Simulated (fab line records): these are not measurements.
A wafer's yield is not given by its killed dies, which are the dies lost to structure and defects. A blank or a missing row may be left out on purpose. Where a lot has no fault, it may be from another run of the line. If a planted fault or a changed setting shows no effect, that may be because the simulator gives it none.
Which tool is to blame? + flow sky130 + 12 lots with 36 wafers sampled at 3 steps, on a route of 708 steps

## WHAT EACH GAUGE READ, for each wafer
SKY_VT_ADJUST_HVTR_CD_MEAS_07: the cd target is 380 nm.
| lot  | measured     | on       | cdNm (nm)   |
|------|--------------|----------|-------------|
| L585 | day 9 18:26  | cdSem-01 | 379 377 380 |
| L586 | day 10 00:47 | cdSem-01 | 376 376 374 |
| L587 | day 10 08:41 | cdSem-02 | 379 380 380 |
| L588 | day 10 12:30 | cdSem-02 | 374 377 376 |
| L589 | day 10 23:07 | cdSem-02 | 376 377 374 |
| L590 | day 11 04:20 | cdSem-01 | 382 379 381 |
| L592 | day 11 18:17 | cdSem-02 | 382 383 380 |
| L594 | day 12 08:03 | cdSem-01 | 383 382 380 |
| L598 | day 14 02:13 | cdSem-02 | 378 382 383 |
| L601 | day 14 13:01 | cdSem-02 | 383 384 381 |
| L604 | day 15 19:18 | cdSem-01 | 377 376 376 |
| L607 | day 16 11:48 | cdSem-01 | 384 381 382 |

SKY_SONOS_TUNNEL_OVL_MEAS_08.
| lot  | measured     | on         | SONOS_TUNNEL_OVL (nm) |
|------|--------------|------------|-----------------------|
| L585 | day 11 15:15 | overlay-02 | -1.0 -0.5 0.2         |
| L586 | day 11 21:29 | overlay-02 | 2.2 1.1 0.3           |
| L587 | day 12 05:17 | overlay-02 | 2.9 2.0 2.3           |
| L588 | day 12 10:36 | overlay-01 | -0.3 1.1 0.1          |
| L589 | day 12 21:41 | overlay-01 | 0.0 -1.1 0.7          |
| L590 | day 13 04:25 | overlay-02 | -1.8 -0.3 -1.6        |
| L592 | day 13 19:17 | overlay-01 | -0.4 -0.7 0.3         |
| L594 | day 14 11:38 | overlay-01 | -2.2 -2.5 -4.5        |
| L598 | day 16 08:41 | overlay-01 | -3.3 0.4 -0.9         |
| L601 | day 16 20:44 | overlay-01 | -1.6 -1.3 -1.2        |
| L604 | day 18 05:25 | overlay-01 | -2.2 -1.5 -2.1        |
| L607 | day 18 23:04 | overlay-02 | -1.0 -0.5 -0.7        |

## WHAT TOOL EACH LOT RAN ON (gives the tool, then ch and the chambers of the sampled wafers, and finally the start)
| lot  | SKY_VT_ADJUST_LVTN_STRIP_20         |
|------|-------------------------------------|
| L585 | plasmaAsher-01 ch 0,1, day 7 23:49  |
| L586 | plasmaAsher-01 ch 0,1, day 8 06:02  |
| L587 | plasmaAsher-02 ch 0,1, day 8 13:23  |
| L588 | plasmaAsher-03 ch 1, day 8 17:45    |
| L589 | plasmaAsher-02 ch 0,1, day 9 03:51  |
| L590 | plasmaAsher-01 ch 0,1, day 9 09:20  |
| L592 | plasmaAsher-01 ch 0,1, day 9 23:09  |
| L594 | plasmaAsher-03 ch 0, day 10 09:46   |
| L598 | plasmaAsher-01 ch 1, day 12 00:59   |
| L601 | plasmaAsher-02 ch 0,1, day 12 12:00 |
| L604 | plasmaAsher-02 ch 0,1, day 13 14:44 |
| L607 | plasmaAsher-02 ch 0,1, day 14 05:56 |
- SKY_VT_ADJUST_LVTN_STRIP_20: strips in O2/N2.

## WHAT THE TOOLS THEMSELVES READ (means of the sampled wafers that have a number; where no wafer has one, the mark that the record gives instead)
SKY_VT_ADJUST_LVTN_STRIP_20.
| lot  | tool           | drypumpMotorCurrentA (A) | oesProductAu (a.u.) | stripTimeToEndpointS (s) |
|------|----------------|--------------------------|---------------------|--------------------------|
| L585 | plasmaAsher-01 | 5.4                      | 0.714               | 14.17                    |
| L586 | plasmaAsher-01 | 5.4                      | 0.714               | 14.17                    |
| L587 | plasmaAsher-02 | 5.3                      | 0.712               | 14.24                    |
| L588 | plasmaAsher-03 | 4.9                      | 0.714               | 14.20                    |
| L589 | plasmaAsher-02 | 5.3                      | 0.716               | 14.19                    |
| L590 | plasmaAsher-01 | 5.4                      | 0.712               | 14.21                    |
| L592 | plasmaAsher-01 | 5.6                      | 0.715               | 14.12                    |
| L594 | plasmaAsher-03 | 6.3                      | 0.717               | 14.14                    |
| L598 | plasmaAsher-01 | 5.9                      | 0.718               | 14.15                    |
| L601 | plasmaAsher-02 | 5.3                      | 0.716               | 14.20                    |
| L604 | plasmaAsher-02 | 5.4                      | 0.718               | 14.16                    |
| L607 | plasmaAsher-02 | 5.4                      | 0.716               | 14.12                    |

## THE ANSWER, worked out from the rows above alone
Rule: the lots themselves supply what counts as usual. The widest of any qualifying gaps counts: lots, ordered by their means at a reading, are off when they make up no more than a third of the lots, leave a main group of 4 or more, and stand apart from it by 3 or more times the standard deviation of that group's means. A main group is skipped when, at the precision printed for the reading in the tables above, its means are all equal. A lot without any number at a reading at which 4 lots or more have one is off too. The other lots that the step has rows for count as sound. The gauges are gone through in route order, then the tools' own readings, and for those a lot's mean is taken as printed above. At the first step where some lot is off, the reading lying furthest off is the one used; lots without a number count as furthest.
None of the lots is off at any reading shown; this tells nothing.

## WHAT THE SIMULATOR PUT IN
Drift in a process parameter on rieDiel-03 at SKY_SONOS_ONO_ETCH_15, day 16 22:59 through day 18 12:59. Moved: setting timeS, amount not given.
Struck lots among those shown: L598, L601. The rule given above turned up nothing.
